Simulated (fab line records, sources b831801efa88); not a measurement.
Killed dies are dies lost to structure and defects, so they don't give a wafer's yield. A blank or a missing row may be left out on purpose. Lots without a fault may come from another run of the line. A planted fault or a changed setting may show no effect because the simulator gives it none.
Split-lot experiment | flow gf180mcu | 5 lots, 23 wafers read, on a route of 602 steps

THE SPLIT
At GF_M4_SPUTTER_04 (material TiN, target thk 50 nm, time 41.7 s), the setting time_s was moved away from the recipe's 41.7 s on 7 of the 23 wafers read, by -14.0% to -11.5%. The other wafers ran this setting at the recipe's value.

The reading is taken at the split's own step.

THE READING
TiN_of_M4_SPUTTER_04.thk_nm (the simulator's own value, which no gauge read), in nm, at GF_M4_SPUTTER_04 (material TiN, target thk 50 nm, time 41.7 s). The file gives no usual value for it. The 16 wafers here that ran the recipe average 50.15 nm, standard deviation 0.49 nm.

wafer  | tool, chamber at the split | time_s as run, s | against the recipe | TiN_of_M4_SPUTTER_04.thk_nm, nm | against lot-mates on the recipe
L077.4 | pvd_sputter-03, -          | 41.7             | recipe             | 49.87                           | -
L077.5 | pvd_sputter-03, -          | 41.7             | recipe             | 50.1                            | -
L077.6 | pvd_sputter-03, -          | 41.7             | recipe             | 49.78                           | -
L081.1 | pvd_sputter-01, -          | 41.7             | recipe             | 49.88                           | -
L081.2 | pvd_sputter-01, -          | 41.7             | recipe             | 50.7                            | -
L081.3 | pvd_sputter-01, -          | 41.7             | recipe             | 50.44                           | -
L081.5 | pvd_sputter-01, -          | 41.7             | recipe             | 50.53                           | -
L081.6 | pvd_sputter-01, -          | 41.7             | recipe             | 49.03                           | -
L080.1 | pvd_sputter-01, -          | 35.9             | -13.9%             | 43.19                           | -6.93
L080.2 | pvd_sputter-01, -          | 35.9             | -13.9%             | 43.69                           | -6.43
L080.3 | pvd_sputter-01, -          | 41.7             | recipe             | 49.4                            | -
L080.4 | pvd_sputter-01, -          | 41.7             | recipe             | 50.83                           | -
L080.6 | pvd_sputter-01, -          | 41.7             | recipe             | 50.13                           | -
L083.1 | pvd_sputter-01, -          | 35.88            | -14.0%             | 43.15                           | -7.19
L083.2 | pvd_sputter-01, -          | 41.7             | recipe             | 50.82                           | -
L083.3 | pvd_sputter-01, -          | 35.88            | -14.0%             | 43.81                           | -6.53
L083.4 | pvd_sputter-01, -          | 41.7             | recipe             | 50.39                           | -
L083.5 | pvd_sputter-01, -          | 41.7             | recipe             | 49.8                            | -
L084.1 | pvd_sputter-03, -          | 36.9             | -11.5%             | 44.16                           | -6.16
L084.2 | pvd_sputter-03, -          | 41.7             | recipe             | 50.41                           | -
L084.3 | pvd_sputter-03, -          | 36.9             | -11.5%             | 44.82                           | -5.50
L084.4 | pvd_sputter-03, -          | 36.9             | -11.5%             | 44.87                           | -5.45
L084.5 | pvd_sputter-03, -          | 41.7             | recipe             | 50.23                           | -

THE FIT
A straight line over all 23 wafers: TiN_of_M4_SPUTTER_04.thk_nm changes by +0.48 nm for each +1% of time_s; r = +0.99; the points scatter about the line by 0.46 nm.
The same after taking each lot's own level away (the mean of its wafers on the recipe; 23 wafers): +0.489 nm for each +1%; r = +0.99; scatter 0.45 nm.
On that fit, the largest move of time_s shifts the reading by 6.8 nm.
The lots' own levels span 49.917 to 50.337 nm, that is 0.9 times the standard deviation above.
So the lot-to-lot level changes the slope little: the two slopes agree.
Check: with one of the wafers moved furthest among these (-14.0%) left out of the fit, the line predicts -6.75 nm for it against its lot-mates. It came out at -7.19 nm against them.

OTHER SPLITS ON THESE WAFERS
These wafers also went through other splits before the reading. Each is held against what the fit with the lots' levels taken away leaves over:
other split on the same wafers  | wafers away from the commonest value | r with TiN_of_M4_SPUTTER_04.thk_nm (lot level and that fit taken away)
GF_M3_COAT_09 resist_thk_nm     | 10                                   | +0.14
GF_V3_DEVELOP_13 develop_time_s | 8                                    | -0.05

THE FILE'S OWN FIT
TiN_of_M4_SPUTTER_04.thk_nm changes by +0.488 nm for each +1% of time_s, r = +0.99.
